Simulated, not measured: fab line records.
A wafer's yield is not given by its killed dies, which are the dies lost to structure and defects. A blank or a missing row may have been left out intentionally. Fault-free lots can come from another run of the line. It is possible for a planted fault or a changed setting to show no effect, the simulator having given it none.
Problem report in the 8D (eight disciplines) form, filled by code + flow sfq line + the parts of the form that need people (team, actions taken, sign-off) are left out

== 1. THE PROBLEM ==
Wafers without a fault read 2999.8 rpm, standard deviation 1.7; spin speed rpm at SFQ_TRILAYER_M4_LITHO_COAT_098 reads a mean of 2868.3 rpm on 6 wafers belonging to 2 lots. Measured from the usual mean, that is -77 standard deviations.
The step: resist thk 62 nm.
Earliest sighting: wafer L393.1 on litho track-04 at day 42 06:50. The record has a number at this step for 42 wafers belonging to 14 lots. Rule for "out" (also "out of limits"): further than 4 standard deviations from the usual mean. The rest of the wafers with a number are treated as sound.

== 2. WHAT IT IS, WHAT IT ISN'T ==
| question                    | is                     | is not                                                                                                   |
|-----------------------------|------------------------|----------------------------------------------------------------------------------------------------------|
| which readings at this step | spin speed rpm         | chill plate temp C                                                                                       |
| which lots                  | L393, L394             | L385, L386, L388, L391, L392, L397, L399, L400, L403, L404, L405, L408                                   |
| which wafers of those lots  | all that have a number | -                                                                                                        |
| read on which tools         | litho track-04         | litho track-02, litho track-03                                                                           |
| when                        | from day 42 06:50      | up to then (15 sound wafers); but 21 sound wafers of L397, L399, L400, L403, L404, L405, L408 came after |

== 3. THE SUSPECTS, EACH WITH WHAT RULES IT OUT ==
Counting: a tool at a process step up to the reading stays a suspect if it ran every lot that is out and no sound lot after the first of them.
- litho track-04 at SFQ_TRILAYER_M4_LITHO_COAT_098 (resist thk 62 nm): kept. It ran every lot that is out, first L393 (day 42 06:50), and no sound lot after that; its last sound lot up to then is L392 (day 41 21:13). On those wafers its own readings are out: spin speed rpm.
Left after counting: litho track-04 at SFQ_TRILAYER_M4_LITHO_COAT_098.

== 4. THE CAUSE (what the simulator had put in) ==
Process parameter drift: litho track-04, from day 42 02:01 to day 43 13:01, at SFQ_TRILAYER_M4_LITHO_COAT_098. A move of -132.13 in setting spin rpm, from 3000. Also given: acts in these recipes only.
Only this tool survived the counting.

== 5. THE EFFECT CHAIN, in route order ==
Each row: a reading whose mean over the struck wafers that have a number lies more than 3 standard deviations from the usual. Only readings whose record carries a usual standard deviation are examined. hours: median over the lots of the time between each lot's start at the first step of this table that gives one and its start at this step. sigmas: the change, counted in usual standard deviations.
| hours | step                           | reading        | usual      | on struck wafers | change | sigmas |
|-------|--------------------------------|----------------|------------|------------------|--------|--------|
| 0     | SFQ_TRILAYER_M4_LITHO_COAT_098 | spin speed rpm | 2999.8 rpm | 2868.3           | -131.5 | -77    |
Here are the process steps it includes:
- SFQ_TRILAYER_M4_LITHO_COAT_098: resist thk 62 nm.

== 6. HOW IT WOULD HAVE BEEN CAUGHT EARLIER ==
5 hours passed between the start of the fault at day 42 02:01 and the first reading out of limits in this record, taken at day 42 06:50.
